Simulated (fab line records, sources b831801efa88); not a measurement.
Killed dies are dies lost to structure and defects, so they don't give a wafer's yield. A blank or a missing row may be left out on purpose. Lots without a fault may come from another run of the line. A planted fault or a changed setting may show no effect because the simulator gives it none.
A struck lot beside a sound one | flow sky130 | 35 steps out of a route of 708
Sound: wafers L555.1, L555.4, L555.6. Struck: wafers L565.2, L565.3, L565.5. The cause comes at the end.
At each step with rows: each side's tool, then ch and its chambers, then its first start. Under that, the readings that differ: sound wafers | struck wafers | difference of the means | sigmas: that difference in standard deviations of wafers without a fault.
alike: readings whose means differ by less than 2 such deviations, and words and numbers that are the same on both sides. not compared: withheld readings, readings that some wafer has no value for, bounds like >300 that may hide the same value, and numbers for which the record gives no deviation and whose values overlap.
The two part at a step that has a row with sigmas, a row that says differs or no value, or rows on one side only. Numbers that don't overlap but have no deviation are shown without sigmas and don't part them. A reading that every wafer of one side lacks parts them only if that side has two wafers or more.

first, 6 steps without rows for these wafers: SKY_PWDE_HMDS_01 (prime time 60 s); SKY_PWDE_COAT_02 (resist thk 3000 nm); SKY_PWDE_SOFTBAKE_03; SKY_PWDE_EXPOSE_04 (exposes mask PWDEM, target cd 840 nm); SKY_PWDE_PEB_05; SKY_PWDE_DEVELOP_06 (develop time 60 s).
SKY_PWDE_OVL_MEAS_07:
  sound on overlay-02, day 5 04:55; struck on overlay-02, day 7 11:40
  alike: PWDE_OVL
then, 1 step without rows for these wafers: SKY_PWDE_IMPLANT_08.
SKY_PWDE_STRIP_09: strips in O2/N2.
  sound on plasma_asher-01 ch 0,1, day 5 05:06; struck on plasma_asher-03 ch 1, day 7 11:51
  reading                      | sound             | struck            | difference | sigmas
  strip_time_to_endpoint_s (s) | 37.02 37.12 37.01 | 37.26 37.35 37.29 | +0.25      | +2
  alike: drypump_motor_current_A, oes_product_au
  not compared: rf_hours_counter_h
SKY_PWDE_TW_MEAS_10:
  sound on film_metro-01, day 5 05:12; struck on film_metro-03, day 7 11:58
  alike: PWDE_TW
then, 2 steps without rows for these wafers: SKY_NWELL_DEHYDRATE_03 (time 60 s); SKY_NWELL_HMDS_04 (prime time 60 s).
SKY_NWELL_COAT_05: resist thk 3000 nm.
  sound on litho_track-03 ch 0, day 5 14:07; struck on litho_track-01, day 7 21:04
  no value came back on the struck wafers for chill_plate_temp_C (C), dispense_pressure_kPa (kPa); on the sound wafers chill_plate_temp_C (C) reads 22.82 23.04 22.95
then, 4 steps without rows for these wafers: SKY_NWELL_SOFTBAKE_06; SKY_NWELL_EXPOSE_07 (exposes mask NWM, target cd 840 nm); SKY_NWELL_PEB_08; SKY_NWELL_DEVELOP_09 (develop time 60 s).
SKY_NWELL_OVL_MEAS_10:
  sound on overlay-01, day 5 22:22; struck on overlay-01, day 8 07:43
  reading           | sound       | struck | difference                    | sigmas
  NWELL_00_OVL (nm) | 3.9 1.1 1.7 | - - -  | no value on the struck wafers |
then, 3 steps without rows for these wafers: SKY_NWELL_IMPLANT_11; SKY_NWELL_IMPLANT_12; SKY_NWELL_IMPLANT_13.
SKY_NWELL_STRIP_14: strips in O2/N2.
  sound on plasma_asher-02 ch 0,1, day 5 22:51; struck on plasma_asher-02 ch 1, day 8 08:12
  no value came back on the struck wafers for oes_product_au (a.u.), strip_time_to_endpoint_s (s); on the sound wafers oes_product_au (a.u.) reads 0.720 0.719 0.720
  alike: drypump_motor_current_A
  not compared: rf_hours_counter_h
SKY_NWELL_TW_MEAS_15:
  sound on film_metro-01, day 5 22:57; struck on film_metro-03, day 8 08:19
  alike: NWELL_TW
then, 7 steps without rows for these wafers: SKY_NWELL_DEHYDRATE_16 (time 60 s); SKY_NWELL_HMDS_17 (prime time 60 s); SKY_NWELL_COAT_18 (resist thk 3000 nm); SKY_NWELL_SOFTBAKE_19; SKY_NWELL_EXPOSE_20 (exposes mask NWM COMPLEMENT, target cd 840 nm); SKY_NWELL_PEB_21; SKY_NWELL_DEVELOP_22 (develop time 60 s).
SKY_NWELL_OVL_MEAS_23:
  sound on overlay-01, day 6 17:04; struck on overlay-01, day 9 04:59
  reading           | sound          | struck      | difference | sigmas
  NWELL_01_OVL (nm) | -0.6 -1.8 -1.3 | 1.6 3.0 3.0 | +3.8       | +2
then, 1 step without rows for these wafers: SKY_NWELL_IMPLANT_24.
SKY_NWELL_STRIP_25: strips in O2/N2.
  sound on plasma_asher-01 ch 0,1, day 6 17:15; struck on plasma_asher-02 ch 0,1, day 9 05:10
  alike: drypump_motor_current_A, oes_product_au, strip_time_to_endpoint_s
  not compared: rf_hours_counter_h
SKY_NWELL_TW_MEAS_26:
  sound on film_metro-01, day 6 17:21; struck on film_metro-01, day 9 05:17
  reading    | sound       | struck         | difference | sigmas
  NWELL_2_TW | 508 508 506 | 1868 1871 1869 | +1362      | +99 or more
then, 1 step without rows for these wafers: SKY_NWELL_CLEAN_27 (cleans in SC1/SC2, time 150 s).

WHERE THEY PART
First at SKY_PWDE_STRIP_09; last, within this record, at SKY_NWELL_TW_MEAS_26.

WHY: what the simulator had put in
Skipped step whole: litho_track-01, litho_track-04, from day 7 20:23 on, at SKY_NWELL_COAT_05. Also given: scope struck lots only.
